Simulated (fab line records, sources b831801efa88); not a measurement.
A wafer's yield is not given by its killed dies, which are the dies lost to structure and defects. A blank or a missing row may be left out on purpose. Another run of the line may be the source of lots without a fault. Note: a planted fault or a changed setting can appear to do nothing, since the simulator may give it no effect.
Chamber matching || flow sky130 || SKY_POLY_GATE_ETCH_17 on rie-si-01: 4 sister chambers
The step etches poly-Si in HBr/Cl2, stops on SiO2, target depth 180 nm, time 70.5 s. 16 wafers are shown with their chamber, then 8 later ones without.

## WAFERS WITH THEIR CHAMBER
{"wafer": "L733.1", "chamber": 1, "drypump-motor-current-A (A)": 5.3, "oes-product-au (a.u.)": 0.986, "throttle-valve-pct (%)": 33.682}
{"wafer": "L733.2", "chamber": 3, "drypump-motor-current-A (A)": 5.8, "oes-product-au (a.u.)": 0.989, "throttle-valve-pct (%)": 33.693}
{"wafer": "L733.4", "chamber": 2, "drypump-motor-current-A (A)": 5.6, "oes-product-au (a.u.)": 0.985, "throttle-valve-pct (%)": 33.688}
{"wafer": "L734.2", "chamber": 1, "drypump-motor-current-A (A)": 5.3, "oes-product-au (a.u.)": 0.998, "throttle-valve-pct (%)": 33.698}
{"wafer": "L734.3", "chamber": 2, "drypump-motor-current-A (A)": 5.7, "oes-product-au (a.u.)": 0.985, "throttle-valve-pct (%)": 33.695}
{"wafer": "L734.4", "chamber": 3, "drypump-motor-current-A (A)": 5.8, "oes-product-au (a.u.)": 0.999, "throttle-valve-pct (%)": 33.696}
{"wafer": "L735.2", "chamber": 3, "drypump-motor-current-A (A)": 5.8, "oes-product-au (a.u.)": 0.994, "throttle-valve-pct (%)": 33.692}
{"wafer": "L735.3", "chamber": 2, "drypump-motor-current-A (A)": 5.6, "oes-product-au (a.u.)": 0.982, "throttle-valve-pct (%)": 33.693}
{"wafer": "L735.6", "chamber": 2, "drypump-motor-current-A (A)": 5.7, "oes-product-au (a.u.)": 0.984, "throttle-valve-pct (%)": 33.684}
{"wafer": "L736.1", "chamber": 3, "drypump-motor-current-A (A)": 5.8, "oes-product-au (a.u.)": 1.004, "throttle-valve-pct (%)": 33.690}
{"wafer": "L736.4", "chamber": 0, "drypump-motor-current-A (A)": 6.7, "oes-product-au (a.u.)": 0.997, "throttle-valve-pct (%)": 33.689}
{"wafer": "L736.5", "chamber": 2, "drypump-motor-current-A (A)": 5.7, "oes-product-au (a.u.)": 0.981, "throttle-valve-pct (%)": 33.684}
{"wafer": "L737.2", "chamber": 1, "drypump-motor-current-A (A)": 5.3, "oes-product-au (a.u.)": 0.986, "throttle-valve-pct (%)": 33.689}
{"wafer": "L737.4", "chamber": 0, "drypump-motor-current-A (A)": 6.7, "oes-product-au (a.u.)": 0.992, "throttle-valve-pct (%)": 33.699}
{"wafer": "L737.6", "chamber": 1, "drypump-motor-current-A (A)": 5.3, "oes-product-au (a.u.)": 0.988, "throttle-valve-pct (%)": 33.701}
{"wafer": "L749.1", "chamber": 2, "drypump-motor-current-A (A)": 5.7, "oes-product-au (a.u.)": 0.989, "throttle-valve-pct (%)": 33.687}

SIGNATURES, as means of the wafers listed above
{"reading": "drypump-motor-current-A", "chamber 0": 6.700, "chamber 1": 5.300, "chamber 2": 5.667, "chamber 3": 5.800, "scatter within a chamber": 0.0333}
{"reading": "oes-product-au", "chamber 0": 0.99450, "chamber 1": 0.98950, "chamber 2": 0.98433, "chamber 3": 0.99650, "scatter within a chamber": 0.00479}
{"reading": "throttle-valve-pct", "chamber 0": 33.69400, "chamber 1": 33.69250, "chamber 2": 33.68850, "chamber 3": 33.69275, "scatter within a chamber": 0.00577}
Rule: a wafer's distance from a chamber is the root of the sum, over the readings, of the square of ((its reading less the chamber's mean) divided by the reading's scatter). The wafer belongs to the nearest chamber; if the next one is less than 2 further off, it can't be placed. The scatter: take each reading less its chamber's mean, square it, sum over the shown wafers, divide by the number of wafers less the number of chambers, and take the root.

## WAFERS WITH NO CHAMBER GIVEN
{"wafer": "L749.4", "drypump-motor-current-A (A)": 5.2, "oes-product-au (a.u.)": 0.975, "throttle-valve-pct (%)": 33.686}
{"wafer": "L749.6", "drypump-motor-current-A (A)": 5.7, "oes-product-au (a.u.)": 0.979, "throttle-valve-pct (%)": 33.678}
{"wafer": "L751.2", "drypump-motor-current-A (A)": 5.2, "oes-product-au (a.u.)": 0.983, "throttle-valve-pct (%)": 33.681}
{"wafer": "L751.5", "drypump-motor-current-A (A)": 5.9, "oes-product-au (a.u.)": 0.980, "throttle-valve-pct (%)": 33.685}
{"wafer": "L751.6", "drypump-motor-current-A (A)": 6.7, "oes-product-au (a.u.)": 0.983, "throttle-valve-pct (%)": 33.685}
{"wafer": "L753.3", "drypump-motor-current-A (A)": 5.3, "oes-product-au (a.u.)": 0.990, "throttle-valve-pct (%)": 33.672}
{"wafer": "L753.4", "drypump-motor-current-A (A)": 5.8, "oes-product-au (a.u.)": 0.988, "throttle-valve-pct (%)": 33.695}
{"wafer": "L753.5", "drypump-motor-current-A (A)": 5.6, "oes-product-au (a.u.)": 0.980, "throttle-valve-pct (%)": 33.685}

## EACH ONE'S CHAMBER
{"wafer": "L749.4", "from the rows above": 1, "in truth": 1}
{"wafer": "L749.6", "from the rows above": 2, "in truth": 2}
{"wafer": "L751.2", "from the rows above": 1, "in truth": 1}
{"wafer": "L751.5", "from the rows above": 3, "in truth": 3}
{"wafer": "L751.6", "from the rows above": 0, "in truth": 0}
{"wafer": "L753.3", "from the rows above": 1, "in truth": 1}
{"wafer": "L753.4", "from the rows above": 3, "in truth": 3}
{"wafer": "L753.5", "from the rows above": 2, "in truth": 2}
Correctly placed: 8 of 8. From these rows, 0 cannot be placed. Wrongly placed: 0.
